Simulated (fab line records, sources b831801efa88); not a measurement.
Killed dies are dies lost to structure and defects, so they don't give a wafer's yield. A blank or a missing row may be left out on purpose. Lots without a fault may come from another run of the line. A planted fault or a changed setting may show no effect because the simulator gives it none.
One fault seen from 2 desks | flow sky130 | each desk has only its own numbers; what lay behind them comes last

THE METROLOGY DESK
What the gauges read, lot by lot, whatever tool the lot ran on: means of the sampled wafers that have a number. A lot is out of limits, marked OUT, if its mean lies more than 4 standard deviations from the usual mean; the brackets give that distance.
Columns: A = cd_nm at SKY_VIA2_CD_MEAS_12, usual 200.4 nm
lot  | first seen here | A
L326 | day 36 22:22    | 199.8
L329 | day 37 19:19    | 199.6
L328 | day 38 00:30    | 199.5
L330 | day 38 07:35    | 202.4
L331 | day 38 17:14    | 201.3
L334 | day 39 08:53    | 198.7
L338 | day 40 17:05    | 200.2
L340 | day 40 22:05    | 198.0
L343 | day 41 17:31    | 200.4
L346 | day 42 15:46    | 200.4
L347 | day 43 07:07    | 199.9
L348 | day 43 11:49    | 199.1
This desk's finding: nothing out of limits on any of the 12 lots.

THE TOOL OWNER'S DESK: rie_diel-02
The tool's own readings at SKY_VIA2_ETCH_15 (etches SiO2 in C4F8/O2/Ar, stops on TiN, target depth 546 nm, time 84 s): means of the sampled wafers that have a number, for each lot that ran on this tool. A lot is out of limits, marked OUT, if its mean lies more than 4 standard deviations from the usual mean; the brackets give that distance.
Columns: A = oes_product_au at SKY_VIA2_ETCH_15, usual 0.939 a.u.
lot  | first seen here | A
L326 | day 36 22:34    | 0.935
L330 | day 38 07:47    | 0.941
L338 | day 40 17:15    | 0.892 (-9.4) OUT
L340 | day 40 22:15    | 0.896 (-8.7) OUT
This desk's finding: out of limits on L338, L340; first on L338, day 40 17:15 (oes_product_au at SKY_VIA2_ETCH_15). In limits: L326, L330.

PUT TOGETHER
The tool owner's desk could have raised an alarm at day 40 17:15, on L338, L340.
The metrology desk saw nothing out of limits.
The metrology desk has L338, L340 on record, within its limits.
Of the lots named, all ran SKY_VIA2_ETCH_15 on rie_diel-02.

WHAT THE SIMULATOR HAD PUT IN
Process parameter drift: rie_diel-02, from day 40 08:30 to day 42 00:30, at SKY_VIA2_ETCH_15. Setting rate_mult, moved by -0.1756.
Lots struck among those shown: L338, L340.
Hours from the fault's start to each desk's first reading out of limits: the tool owner's desk, 9.
